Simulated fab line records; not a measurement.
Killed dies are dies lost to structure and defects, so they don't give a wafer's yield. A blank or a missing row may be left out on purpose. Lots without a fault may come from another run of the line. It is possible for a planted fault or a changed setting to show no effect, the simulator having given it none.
A lot that was struck, set against a sound lot + flow gf180mcu + 21 steps out of a route of 602
Sound: wafers L447.1, L447.2, L447.6. Struck: wafer L451.4; the same lot's L451.2 was not struck, so it is left out; see the end for the cause.
Order at every step that has rows: each side's tool, ch and its chambers, its first start. Under that, the readings that differ: sound wafers + struck wafers + difference of the means + sigmas: that difference in standard deviations of wafers without a fault.
alike: readings whose means differ by less than 2 such deviations, and words and numbers that are the same on both sides. not compared: withheld readings, readings that some wafer has no value for, bounds like >300 that may hide the same value, and numbers for which the record gives no deviation and whose values overlap.
The two part at a step that has a row with sigmas, a row that says differs or no value, or rows on one side only. Numbers that don't overlap but have no deviation are shown without sigmas and don't part them. A reading missing from all wafers of one side parts the sides only when that side holds two or more wafers.

first, 1 step without rows for these wafers: GF_SALICIDE_WET_ETCH_07 (etches the open film in SPM, target depth 120 nm).
GF_SALICIDE_RTA_08: time 30 s.
  sound on rtp anneal-02 ch 0, day 18 11:21; struck on rtp anneal-02 ch 0, day 20 00:37
  alike: lamp power pct, wafer_temp_C_max
then, 1 step without rows for these wafers: GF_CONTACT_CVD_00 (deposits SiO2, target thk 300 nm, time 50 s).
GF_CONTACT_THK_MEAS_01:
  sound on film metro-01 at day 18 11:30; struck on film metro-04 at day 20 00:45
  alike: CONTACT_CVD_00_THK
GF_CONTACT_CVD_02: deposits SiO2 from TEOS, target thk 860 nm, time 95.992 s.
  sound on pecvd-01 ch 0,1, day 18 11:34; struck on pecvd-04 ch 0, day 20 00:48
  alike: heater power w
  not compared: since wet clean h
GF_CONTACT_THK_MEAS_03:
  sound on film metro-03 at day 18 11:38; struck on film metro-03 at day 20 00:53
  alike: CONTACT_CVD_02_THK
GF_CONTACT_CMP_04: polishes SiO2.
  sound on cmp-01 ch 0,1,2, day 18 11:41; struck on cmp-01 ch 0, day 20 01:02
  alike: motor current A, slurry filter dp kPa, time to endpoint s
GF_CONTACT_BOW_MEAS_05:
  sound on film metro-01 at day 18 11:59; struck on film metro-04 at day 20 01:15
| reading          | sound    | struck | difference | sigmas |
|------------------|----------|--------|------------|--------|
| CONTACT_BOW (um) | 46 54 62 | 70     | +16        | +2     |
then, 4 steps without rows for these wafers: GF_CONTACT_DEHYDRATE_06 (time 60 s); GF_CONTACT_HMDS_07 (prime time 60 s); GF_CONTACT_COAT_08; GF_CONTACT_COAT_09 (resist thk 1000 nm).
GF_CONTACT_SOFTBAKE_10: time 60 s.
  sound on litho track-04 ch 0, day 18 23:00; struck on litho track-04 ch 0, day 20 13:00
| reading                  | sound             | struck | difference | sigmas      |
|--------------------------|-------------------|--------|------------|-------------|
| heater power total W (W) | 93.03 93.15 93.11 | 100.04 | +6.94      | +99 or more |
| run length s (s)         | 89.32 89.39 89.12 | 77.04  | -12.24     | -51         |
then, 3 steps without rows for these wafers: GF_CONTACT_EXPOSE_11 (exposes mask Contact, target cd 220 nm); GF_CONTACT_PEB_12 (peb time 90 s); GF_CONTACT_DEVELOP_13 (develop time 60 s).
GF_CONTACT_CD_MEAS_14: the cd target is 220 nm.
  sound on cd sem-01 at day 19 12:43; struck on cd sem-01 at day 21 01:39
  alike: cd nm
GF_CONTACT_OVL_MEAS_15:
  sound on overlay-02 at day 19 12:50; struck on overlay-01 at day 21 01:46
  alike: CONTACT_OVL
GF_CONTACT_ETCH_16: etches BARC in N2/H2.
  sound on rie diel-03 ch 0,2,3, day 19 12:53; struck on rie diel-03 ch 0, day 21 01:47
  alike: drypump motor current A, oes product au, throttle valve pct
  not compared: model.CONTACT.cd nm
GF_CONTACT_ETCH_17: etches SiO2 in C4F8/O2/Ar, stops on CoSi2, target depth 860 nm.
  sound: rie diel-03 ch 0,2,3; struck: rie diel-03 ch 0
| reading               | sound             | struck | difference | sigmas |
|-----------------------|-------------------|--------|------------|--------|
| oes product au (a.u.) | 0.820 0.821 0.813 | 0.808  | -0.010     | -2     |
GF_PASSIVATION_PROBE_99:
  the record holds rows for the sound wafers here (prober-02, day 31 18:25) but none for the struck ones

## WHERE THEY PART
Earliest at GF_CONTACT_BOW_MEAS_05; latest, in this record, at GF_PASSIVATION_PROBE_99.

WHY: the cause the simulator had injected
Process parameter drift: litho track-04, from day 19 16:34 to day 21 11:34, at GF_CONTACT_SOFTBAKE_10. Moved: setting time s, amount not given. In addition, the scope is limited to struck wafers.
